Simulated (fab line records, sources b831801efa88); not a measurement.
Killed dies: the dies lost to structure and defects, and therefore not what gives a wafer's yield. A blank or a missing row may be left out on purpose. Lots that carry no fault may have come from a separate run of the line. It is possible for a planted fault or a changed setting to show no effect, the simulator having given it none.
What tool caused it? || flow gf180mcu || 13 lots, 39 wafers sampled, at 3 steps of a route of 602

== WHAT THE GAUGES READ, wafer by wafer ==
GF_V1_CD_MEAS_14 targets a cd of 260 nm.
{"lot": "L615", "measured": "day 18 13:46", "on": "cd_sem-01", "cd_nm (nm)": "256.6 258.3 257.4"}
{"lot": "L616", "measured": "day 18 20:44", "on": "cd_sem-02", "cd_nm (nm)": "260.5 259.8 259.4"}
{"lot": "L618", "measured": "day 19 22:11", "on": "cd_sem-01", "cd_nm (nm)": "258.6 258.6 258.4"}
{"lot": "L620", "measured": "day 20 20:58", "on": "cd_sem-01", "cd_nm (nm)": "260.0 259.8 260.3"}
{"lot": "L622", "measured": "day 21 18:27", "on": "cd_sem-01", "cd_nm (nm)": "259.7 261.1 259.7"}
{"lot": "L624", "measured": "day 22 00:26", "on": "cd_sem-01", "cd_nm (nm)": "259.5 259.2 259.8"}
{"lot": "L625", "measured": "day 22 17:06", "on": "cd_sem-02", "cd_nm (nm)": "260.0 258.5 258.1"}
{"lot": "L631", "measured": "day 25 00:35", "on": "cd_sem-01", "cd_nm (nm)": "260.8 262.8 261.6"}
{"lot": "L633", "measured": "day 25 05:03", "on": "cd_sem-01", "cd_nm (nm)": "260.4 261.5 261.0"}
{"lot": "L634", "measured": "day 25 10:23", "on": "cd_sem-02", "cd_nm (nm)": "257.9 258.9 259.0"}
{"lot": "L635", "measured": "day 25 22:15", "on": "cd_sem-01", "cd_nm (nm)": "259.3 260.1 258.9"}
{"lot": "L636", "measured": "day 26 03:39", "on": "cd_sem-01", "cd_nm (nm)": "260.1 260.9 259.7"}
{"lot": "L637", "measured": "day 26 22:55", "on": "cd_sem-01", "cd_nm (nm)": "261.4 260.0 261.3"}

== WHAT TOOL EACH LOT RAN ON (gives the tool, then ch and the chambers of the sampled wafers, and finally the start) ==
{"lot": "L615", "GF_V1_CMP_04": "cmp-01 ch 0,2,3, day 17 13:58", "GF_V1_DEVELOP_13": "litho_track-04 ch 0, day 18 13:37"}
{"lot": "L616", "GF_V1_CMP_04": "cmp-02 ch 0,1,2, day 17 20:34", "GF_V1_DEVELOP_13": "litho_track-04 ch 0, day 18 20:35"}
{"lot": "L618", "GF_V1_CMP_04": "cmp-02 ch 1,2,3, day 18 22:19", "GF_V1_DEVELOP_13": "litho_track-03 ch 0, day 19 22:02"}
{"lot": "L620", "GF_V1_CMP_04": "cmp-01 ch 0,2,3, day 19 19:55", "GF_V1_DEVELOP_13": "litho_track-04 ch 0, day 20 20:49"}
{"lot": "L622", "GF_V1_CMP_04": "cmp-01 ch 0,2,3, day 20 17:19", "GF_V1_DEVELOP_13": "litho_track-02 ch 0, day 21 18:18"}
{"lot": "L624", "GF_V1_CMP_04": "cmp-02 ch 0,1, day 20 23:52", "GF_V1_DEVELOP_13": "litho_track-03 ch 0, day 22 00:17"}
{"lot": "L625", "GF_V1_CMP_04": "cmp-02 ch 0,2, day 21 17:56", "GF_V1_DEVELOP_13": "litho_track-02 ch 0, day 22 16:57"}
{"lot": "L631", "GF_V1_CMP_04": "cmp-01 ch 1,2,3, day 24 02:58", "GF_V1_DEVELOP_13": "litho_track-03 ch 0, day 25 00:26"}
{"lot": "L633", "GF_V1_CMP_04": "cmp-01 ch 1,2, day 24 06:15", "GF_V1_DEVELOP_13": "litho_track-02 ch 0, day 25 04:54"}
{"lot": "L634", "GF_V1_CMP_04": "cmp-01 ch 0,1,2, day 24 12:26", "GF_V1_DEVELOP_13": "litho_track-02 ch 0, day 25 10:14"}
{"lot": "L635", "GF_V1_CMP_04": "cmp-02 ch 0,2, day 25 00:55", "GF_V1_DEVELOP_13": "litho_track-04 ch 0, day 25 22:07"}
{"lot": "L636", "GF_V1_CMP_04": "cmp-02 ch 0,1,3, day 25 06:04", "GF_V1_DEVELOP_13": "litho_track-02 ch 0, day 26 03:30"}
{"lot": "L637", "GF_V1_CMP_04": "cmp-02 ch 0,1,3, day 26 01:30", "GF_V1_DEVELOP_13": "litho_track-04 ch 0, day 26 22:46"}
- GF_V1_CMP_04: polishes SiO2.
- GF_V1_DEVELOP_13: develop time 60 s.

== AS READ BY THE TOOLS THEMSELVES (means over the sampled wafers that have a number; for cases with no such wafer, the mark the record gives instead) ==
GF_V1_CMP_04.
{"lot": "L615", "tool": "cmp-01", "head_pressure_psi (psi)": 4.006, "motor_current_A (A)": 12.2, "platen_rpm (rpm)": 59.98, "time_to_endpoint_s (s)": 75}
{"lot": "L616", "tool": "cmp-02", "head_pressure_psi (psi)": 3.999, "motor_current_A (A)": 12.6, "platen_rpm (rpm)": 60.03, "time_to_endpoint_s (s)": 79}
{"lot": "L618", "tool": "cmp-02", "head_pressure_psi (psi)": 3.993, "motor_current_A (A)": 12.4, "platen_rpm (rpm)": 60.00, "time_to_endpoint_s (s)": 68}
{"lot": "L620", "tool": "cmp-01", "head_pressure_psi (psi)": 4.000, "motor_current_A (A)": 11.5, "platen_rpm (rpm)": 60.02, "time_to_endpoint_s (s)": 76}
{"lot": "L622", "tool": "cmp-01", "head_pressure_psi (psi)": 4.000, "motor_current_A (A)": 12.3, "platen_rpm (rpm)": 59.97, "time_to_endpoint_s (s)": 81}
{"lot": "L624", "tool": "cmp-02", "head_pressure_psi (psi)": 4.001, "motor_current_A (A)": 11.8, "platen_rpm (rpm)": 60.00, "time_to_endpoint_s (s)": 80}
{"lot": "L625", "tool": "cmp-02", "head_pressure_psi (psi)": 4.000, "motor_current_A (A)": 12.4, "platen_rpm (rpm)": 60.02, "time_to_endpoint_s (s)": 79}
{"lot": "L631", "tool": "cmp-01", "head_pressure_psi (psi)": 3.997, "motor_current_A (A)": 11.9, "platen_rpm (rpm)": 59.97, "time_to_endpoint_s (s)": 77}
{"lot": "L633", "tool": "cmp-01", "head_pressure_psi (psi)": 4.003, "motor_current_A (A)": 10.7, "platen_rpm (rpm)": 59.98, "time_to_endpoint_s (s)": 80}
{"lot": "L634", "tool": "cmp-01", "head_pressure_psi (psi)": 3.998, "motor_current_A (A)": 10.9, "platen_rpm (rpm)": 60.02, "time_to_endpoint_s (s)": 82}
{"lot": "L635", "tool": "cmp-02", "head_pressure_psi (psi)": 3.995, "motor_current_A (A)": 12.7, "platen_rpm (rpm)": 59.97, "time_to_endpoint_s (s)": 76}
{"lot": "L636", "tool": "cmp-02", "head_pressure_psi (psi)": 4.001, "motor_current_A (A)": 11.6, "platen_rpm (rpm)": 59.99, "time_to_endpoint_s (s)": 72}
{"lot": "L637", "tool": "cmp-02", "head_pressure_psi (psi)": 4.000, "motor_current_A (A)": 11.6, "platen_rpm (rpm)": 60.01, "time_to_endpoint_s (s)": 76}

GF_V1_DEVELOP_13.
{"lot": "L615", "tool": "litho_track-04", "chill_plate_temp_C (C)": 22.99, "developer_temp_C (C)": 21.17}
{"lot": "L616", "tool": "litho_track-04", "chill_plate_temp_C (C)": 22.93, "developer_temp_C (C)": 20.96}
{"lot": "L618", "tool": "litho_track-03", "chill_plate_temp_C (C)": 23.19, "developer_temp_C (C)": 21.19}
{"lot": "L620", "tool": "litho_track-04", "chill_plate_temp_C (C)": 22.98, "developer_temp_C (C)": 21.00}
{"lot": "L622", "tool": "litho_track-02", "chill_plate_temp_C (C)": 22.99, "developer_temp_C (C)": 18.81}
{"lot": "L624", "tool": "litho_track-03", "chill_plate_temp_C (C)": 23.08, "developer_temp_C (C)": 21.11}
{"lot": "L625", "tool": "litho_track-02", "chill_plate_temp_C (C)": 22.91, "developer_temp_C (C)": 18.94}
{"lot": "L631", "tool": "litho_track-03", "chill_plate_temp_C (C)": 23.03, "developer_temp_C (C)": 20.97}
{"lot": "L633", "tool": "litho_track-02", "chill_plate_temp_C (C)": 22.94, "developer_temp_C (C)": 21.09}
{"lot": "L634", "tool": "litho_track-02", "chill_plate_temp_C (C)": 22.93, "developer_temp_C (C)": 20.91}
{"lot": "L635", "tool": "litho_track-04", "chill_plate_temp_C (C)": 23.02, "developer_temp_C (C)": 21.00}
{"lot": "L636", "tool": "litho_track-02", "chill_plate_temp_C (C)": 23.15, "developer_temp_C (C)": 20.96}
{"lot": "L637", "tool": "litho_track-04", "chill_plate_temp_C (C)": 23.03, "developer_temp_C (C)": 21.04}

== THE ANSWER, worked out from the rows above alone ==
Rule: the lots themselves supply what counts as usual. Put in order of their means at a reading, lots are off if they are a third of the lots or fewer, leave a main group of 4 or more, and stand apart from it by a gap of 3 or more times the standard deviation of the main group's means; of several such gaps the widest counts. A main group whose means are all the same, to the digits that the tables above print for the reading, isn't used. Also off: a lot with no number at a reading for which 4 or more lots have one. The other lots that the step has rows for count as sound. After the gauges, taken in route order, come the tools' own readings; for these a lot's mean is taken, as printed above. At the first step where some lot is off, the reading lying furthest off is the one used; lots without a number count as furthest.
Off, at GF_V1_DEVELOP_13 on developer_temp_C: L622, L625. The main group has a mean of 21.04 C with a standard deviation of 0.088.
If a tool, at that step or one of the process steps before it, ran each lot that is off and ran no sound lot following the first of them, it fits. No candidate that was tried fits.

== WHAT THE SIMULATOR PUT IN ==
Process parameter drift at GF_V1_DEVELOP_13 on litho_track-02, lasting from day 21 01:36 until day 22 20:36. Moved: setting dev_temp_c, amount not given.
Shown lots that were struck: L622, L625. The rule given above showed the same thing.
